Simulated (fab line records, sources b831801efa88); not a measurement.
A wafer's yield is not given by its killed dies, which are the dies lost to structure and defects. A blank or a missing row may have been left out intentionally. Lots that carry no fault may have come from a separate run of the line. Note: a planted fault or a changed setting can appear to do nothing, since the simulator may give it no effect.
Chamber matching | flow gf180mcu | GF_SAB_ETCH_11 on rie_diel-01 has 4 sister chambers
The step etches SiO2 in C4F8/O2/Ar, target depth 55 nm, time 8.5 s. 4 wafers are shown with their chamber, then 9 later ones without.

== EACH WAFER AND ITS CHAMBER ==
wafer  | chamber | oes_product_au (a.u.)
L079.6 | 3       | 1.013
L090.2 | 2       | 0.992
L090.3 | 1       | 0.980
L090.5 | 0       | 1.013

== WAFERS WITHOUT THEIR CHAMBER ==
wafer  | oes_product_au (a.u.)
L093.1 | 1.009
L093.5 | 1.008
L093.6 | 0.977
L096.1 | 1.002
L096.3 | 0.987
L096.5 | 0.992
L097.3 | 1.013
L097.4 | 1.025
L097.6 | 1.004

== THE CHAMBER EACH PASSED THROUGH ==
wafer  | from the rows above               | in truth
L093.1 | can't be placed: 0 or 3 or 2      | 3
L093.5 | can't be placed: 0 or 3 or 2      | 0
L093.6 | can't be placed: 1 or 2           | 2
L096.1 | can't be placed: 2 or 0 or 3 or 1 | 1
L096.3 | can't be placed: 2 or 1           | 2
L096.5 | can't be placed: 2 or 1           | 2
L097.3 | can't be placed: 0 or 3           | 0
L097.4 | can't be placed: 0 or 3           | 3
L097.6 | can't be placed: 0 or 3 or 2      | 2
Correct placement for 0 of the 9. Can't be placed from these rows: 9 (the true chamber is among the candidates in 9). Placed wrongly: 0.
How it was worked out, from the rows above alone: a wafer's distance from a chamber is the root of the sum, over the readings, of the square of ((its reading less the chamber's mean) divided by the reading's scatter). The wafer belongs to the nearest chamber; if the next one is less than 2 further off, it can't be placed. For every chamber, the mean is computed from those of its wafers that are shown. The scatter (one wafer shown for each chamber): square how far every hidden wafer sits from the nearest shown wafer, average those squares and take the square root.
